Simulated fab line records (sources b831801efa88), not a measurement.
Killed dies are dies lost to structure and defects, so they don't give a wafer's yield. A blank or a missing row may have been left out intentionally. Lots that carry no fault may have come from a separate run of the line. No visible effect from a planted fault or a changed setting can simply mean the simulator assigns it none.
Struck lot and sound lot, side by side :: flow sky130 :: 24 steps out of a route of 708
Sound: wafers L499.3, L499.4, L499.6. Struck: wafer L492.5. (L492.1 of the same lot was not struck and is left out.) The cause comes at the end.
Order at every step that has rows: each side's tool, ch and its chambers, its first start. Under that, the readings that differ: sound wafers :: struck wafers :: difference of the means :: sigmas: that difference in standard deviations of wafers without a fault.
alike: words and numbers the same on both sides, and readings whose means are apart by under 2 such deviations; not compared: readings that were withheld, readings missing a value for some wafer, numbers with overlapping values and no deviation given by the record, and bounds like >300 which may hide the same value.
Wherever a step has rows on one side only, a row that says differs or no value, or a row with sigmas, the two part there. When numbers do not overlap yet have no deviation, they are printed without sigmas and do not part them. Lack of a reading on every wafer of one side parts them only where that side has two or more wafers.

first, 2 steps without rows for these wafers: SKY_SONOS_TUNNEL_WET_ETCH_10 (etches SiO2 in dHF, target depth 14 nm, time 280 s); SKY_SONOS_TUNNEL_STRIP_11 (strips in SPM, time 600 s).
SKY_SONOS_TUNNEL_TW_MEAS_12:
  sound on film metro-03 at day 16 18:38; struck on film metro-02 at day 14 07:17
  alike: SONOS_TUNNEL_TW
then, 2 steps without rows for these wafers: SKY_SONOS_TUNNEL_CLEAN_13 (cleans in dHF, time 20 s); SKY_SONOS_ONO_OXIDATION_00 (stabilise 600 s, purge 300 s, target thk 2.6 nm).
SKY_SONOS_ONO_THK_MEAS_01:
  sound on film metro-01 at day 16 20:10; struck on film metro-01 at day 14 10:55
reading: SONOS_ONO_OXIDATION_THK (nm)
sound: 2.60 2.56 2.59
struck: 2.72
difference: +0.14
sigmas: +3
then, 1 step without rows for these wafers: SKY_SONOS_ONO_CVD_02 (deposits Si3N4 from DCS/NH3, target thk 10.5 nm, time 180 s).
SKY_SONOS_ONO_THK_MEAS_03:
  sound on film metro-04 at day 16 21:17; struck on film metro-03 at day 14 12:33
  alike: SONOS_ONO_CVD_02_THK
then, 1 step without rows for these wafers: SKY_SONOS_ONO_CVD_04 (deposits SiO2 from SiH4/N2O, target thk 5.7199 nm).
SKY_SONOS_ONO_THK_MEAS_05:
  sound on film metro-03 at day 16 22:35; struck on film metro-03 at day 14 13:52
  alike: SONOS_ONO_CVD_04_THK
then, 2 steps without rows for these wafers: SKY_SONOS_ONO_DEHYDRATE_06 (time 60 s); SKY_SONOS_ONO_HMDS_07 (prime time 60 s).
SKY_SONOS_ONO_COAT_08: resist thk 1140 nm.
  sound on litho track-01 ch 0, day 17 11:58; struck on litho track-01 ch 0, day 15 03:19
reading: model.NOVOLAK_of_SONOS_ONO_COAT_08.thk nm (nm)
sound: 1140 1142 1142
struck: 1096
difference: -45
sigmas: 
  alike: chill plate temp C, resist line temp C
then, 4 steps without rows for these wafers: SKY_SONOS_ONO_SOFTBAKE_09 (time 60 s); SKY_SONOS_ONO_EXPOSE_10 (exposes mask ONOM, target cd 410 nm); SKY_SONOS_ONO_PEB_11; SKY_SONOS_ONO_DEVELOP_12 (develop time 60 s).
SKY_SONOS_ONO_CD_MEAS_13 targets a cd of 410 nm.
  sound on cd sem-02 at day 18 02:45; struck on cd sem-02 at day 15 17:01
reading: cd nm (nm)
sound: 410.0 411.5 410.5
struck: 404.8
difference: -5.9
sigmas: -3
SKY_SONOS_ONO_OVL_MEAS_14:
  sound on overlay-02 at day 18 02:50; struck on overlay-02 at day 15 17:08
  alike: SONOS_ONO_OVL
SKY_SONOS_ONO_ETCH_15: etches the open film in CHF3/O2, target depth 19.52 nm, time 7.8 s.
  sound on rie diel-01 ch 0,3, day 18 02:52; struck on rie diel-04 ch 2, day 15 17:10
reading: model.NOVOLAK_of_SONOS_ONO_COAT_08.thk nm (nm)
sound: 1124 1125 1125
struck: 1079
difference: -46
sigmas: 

reading: model.SONOS_ONO.cd nm (nm)
sound: 409.7 411.4 410.5
struck: 404.7
difference: -5.8
sigmas: 
  alike: O2_flow_sccm, chf3 flow sccm, drypump motor current A, oes product au, throttle valve pct
  not compared: rf hours counter h
then, 1 step without rows for these wafers: SKY_SONOS_ONO_WET_ETCH_16 (etches SiO2 in dHF, target depth 14 nm, time 280 s).
SKY_SONOS_ONO_STRIP_17: strips in O2/N2.
  sound on plasma asher-01 ch 0,1, day 18 03:00; struck on plasma asher-03 ch 0, day 15 17:16
reading: strip time to endpoint s (s)
sound: 14.09 14.12 14.12
struck: 13.57
difference: -0.54
sigmas: -15
  alike: drypump motor current A, oes product au
  not compared: rf hours counter h
then, 1 step without rows for these wafers: SKY_SONOS_ONO_WET_ETCH_18 (etches Si3N4 in H3PO4, target depth 15 nm, time 172 s).
-- record jumps: 32 days separate the struck wafers' starts on either side; left off in module SONOS_ONO, taken up again in module PAD_OPEN, whose first shown step is the route's number 708 --
SKY_PAD_OPEN_PROBE_99:
  sound on prober-01 at day 49 13:59; struck on prober-02 at day 48 03:51
reading: killed at front end
sound: 11 14 11
struck: 21
difference: +9
sigmas: +2
  alike: killed_at_M0_to_M3, killed_at_M4_up, killed at contacts, killed at other, killed dies, killed open, killed short

## WHERE THEY PART
Earliest at SKY_SONOS_ONO_THK_MEAS_01; latest, in this record, at SKY_PAD_OPEN_PROBE_99.

WHY: whatever the simulator had introduced
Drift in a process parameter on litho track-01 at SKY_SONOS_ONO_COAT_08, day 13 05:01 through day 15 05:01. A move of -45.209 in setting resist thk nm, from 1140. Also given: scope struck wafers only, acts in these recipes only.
